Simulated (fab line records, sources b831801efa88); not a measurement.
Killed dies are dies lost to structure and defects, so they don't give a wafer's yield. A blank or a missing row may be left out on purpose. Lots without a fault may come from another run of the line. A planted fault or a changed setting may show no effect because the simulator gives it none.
Which tool did it? | flow sky130 | 14 lots, 42 wafers sampled, at 3 steps of a route of 708

WHAT THE GAUGES READ, wafer by wafer
SKY_LDD_N_TW_MEAS_17. Usual: LDD_N_TW 2577, standard deviation 22.
lot  | measured     | on            | LDD_N_TW       | flag
L552 | day 17 15:55 | film_metro-03 | 2603 2596 2597 |
L553 | day 18 00:13 | film_metro-04 | 2548 2557 2550 |
L555 | day 18 18:25 | film_metro-03 | 2602 2596 2594 |
L560 | day 20 20:29 | film_metro-01 | 2949 2931 2963 | OFF
L561 | day 21 06:56 | film_metro-01 | 2945 2951 2945 | OFF
L562 | day 21 09:37 | film_metro-03 | 3009 3003 3002 | OFF
L566 | day 23 17:55 | film_metro-01 | 2562 2561 2569 |
L567 | day 23 23:53 | film_metro-03 | 2596 2592 2597 |
L570 | day 24 17:17 | film_metro-03 | 2598 2581 2589 |
L569 | day 24 20:56 | film_metro-03 | 2600 2594 2571 |
L571 | day 25 05:59 | film_metro-03 | 2581 2602 2586 |
L573 | day 25 16:55 | film_metro-01 | 2546 2538 2534 |
L574 | day 25 21:37 | film_metro-03 | 2591 2593 2582 |
L575 | day 26 00:02 | film_metro-03 | 2601 2598 2597 |

WHICH TOOL RAN EACH LOT (tool, then ch and the chambers of the sampled wafers, then the start)
lot  | SKY_LDD_N_IMPLANT_08            | SKY_LDD_N_STRIP_16
L552 | implanter-03 ch 0, day 17 14:37 | plasma_asher-01 ch 0,1, day 17 15:49
L553 | implanter-02 ch 0, day 17 22:55 | plasma_asher-03 ch 0,1, day 18 00:07
L555 | implanter-01 ch 0, day 18 17:07 | plasma_asher-03 ch 0,1, day 18 18:18
L560 | implanter-01 ch 0, day 20 19:12 | plasma_asher-01 ch 0,1, day 20 20:22
L561 | implanter-01 ch 0, day 21 05:39 | plasma_asher-03 ch 0,1, day 21 06:49
L562 | implanter-01 ch 0, day 21 08:19 | plasma_asher-04 ch 0,1, day 21 09:31
L566 | implanter-01 ch 0, day 23 16:37 | plasma_asher-03 ch 0,1, day 23 17:49
L567 | implanter-01 ch 0, day 23 22:38 | plasma_asher-03 ch 0,1, day 23 23:47
L570 | implanter-01 ch 0, day 24 16:00 | plasma_asher-01 ch 0,1, day 24 17:10
L569 | implanter-02 ch 0, day 24 19:39 | plasma_asher-04 ch 0, day 24 20:49
L571 | implanter-01 ch 0, day 25 04:41 | plasma_asher-01 ch 0,1, day 25 05:53
L573 | implanter-01 ch 0, day 25 15:37 | plasma_asher-03 ch 0,1, day 25 16:49
L574 | implanter-01 ch 0, day 25 20:19 | plasma_asher-01 ch 0,1, day 25 21:31
L575 | implanter-01 ch 0, day 25 22:45 | plasma_asher-03 ch 0,1, day 25 23:55
- SKY_LDD_N_IMPLANT_08
- SKY_LDD_N_STRIP_16: strips in O2/N2.

WHAT THE TOOLS THEMSELVES READ (means of the sampled wafers that have a number; where no wafer has one, the mark that the record gives instead)
SKY_LDD_N_IMPLANT_08. Usual: beam_on_s 9.98 s, standard deviation 0.2; dose_ions_cm2 7.499e+13, standard deviation 7.6e+10; faraday_current_uA 423, standard deviation 8.5.
lot  | tool         | beam_on_s (s) | dose_ions_cm2 | faraday_current_uA | flag
L552 | implanter-03 | 10.12         | 7.509e+13     | 416                |
L553 | implanter-02 | 10.08         | 7.512e+13     | 419                |
L555 | implanter-01 | 10.11         | 7.500e+13     | 418                |
L560 | implanter-01 | 57.19         | 6.238e+14     | 616                | OFF
L561 | implanter-01 | 58.61         | 6.238e+14     | 600                | OFF
L562 | implanter-01 | 59.69         | 6.239e+14     | 588                | OFF
L566 | implanter-01 | 10.18         | 7.490e+13     | 416                |
L567 | implanter-01 | 10.09         | 7.500e+13     | 419                |
L570 | implanter-01 | 9.91          | 7.510e+13     | 427                |
L569 | implanter-02 | 9.93          | 7.503e+13     | 426                |
L571 | implanter-01 | 10.04         | 7.498e+13     | 421                |
L573 | implanter-01 | 9.94          | 7.495e+13     | 426                |
L574 | implanter-01 | 9.87          | 7.499e+13     | 427                |
L575 | implanter-01 | 9.80          | 7.507e+13     | 430                |

SKY_LDD_N_STRIP_16. Usual: drypump_motor_current_A 5.8 A, standard deviation 0.44; oes_product_au 0.407 a.u., standard deviation 0.0051; strip_time_to_endpoint_s 4.320 s, standard deviation 0.015.
lot  | tool            | drypump_motor_current_A (A) | oes_product_au (a.u.) | strip_time_to_endpoint_s (s) | flag
L552 | plasma_asher-01 | 5.5                         | 0.409                 | 4.326                        |
L553 | plasma_asher-03 | 6.0                         | 0.406                 | 4.294                        |
L555 | plasma_asher-03 | 6.3                         | 0.403                 | 4.310                        |
L560 | plasma_asher-01 | 5.3                         | 0.408                 | 5.536                        | OFF
L561 | plasma_asher-03 | 6.3                         | 0.403                 | 5.529                        | OFF
L562 | plasma_asher-04 | 5.8                         | 0.405                 | 5.566                        | OFF
L566 | plasma_asher-03 | 6.2                         | 0.407                 | 4.312                        |
L567 | plasma_asher-03 | 6.0                         | 0.413                 | 4.327                        |
L570 | plasma_asher-01 | 5.3                         | 0.406                 | 4.333                        |
L569 | plasma_asher-04 | 5.7                         | 0.406                 | 4.317                        |
L571 | plasma_asher-01 | 5.5                         | 0.407                 | 4.331                        |
L573 | plasma_asher-03 | 6.3                         | 0.408                 | 4.326                        |
L574 | plasma_asher-01 | 5.5                         | 0.404                 | 4.307                        |
L575 | plasma_asher-03 | 6.0                         | 0.409                 | 4.331                        |

THE ANSWER, worked out from the rows above alone
Rule: a lot is off if the mean of its wafers that have a number lies more than 3 standard deviations from the usual mean. A lot without any number at a reading at which 4 lots or more have one is off too. The other lots that the step has rows for count as sound. The gauges are gone through in route order, then the tools' own readings, and for those a lot's mean is taken as printed above. The first step at which some lot is off is used, and at that step the reading that is off furthest; a lot without a number counts as furthest.
Off: L560, L561, L562, at SKY_LDD_N_TW_MEAS_17 (LDD_N_TW).
A tool fits if, at a process step before that reading, it ran every lot that is off, and no sound lot after the first of them. The gauges at SKY_LDD_N_TW_MEAS_17 aren't tried: what is off there is off at SKY_LDD_N_IMPLANT_08 too, on other tools, and a gauge's error can't cause that. None of those tried fits.

WHAT THE SIMULATOR HAD PUT IN
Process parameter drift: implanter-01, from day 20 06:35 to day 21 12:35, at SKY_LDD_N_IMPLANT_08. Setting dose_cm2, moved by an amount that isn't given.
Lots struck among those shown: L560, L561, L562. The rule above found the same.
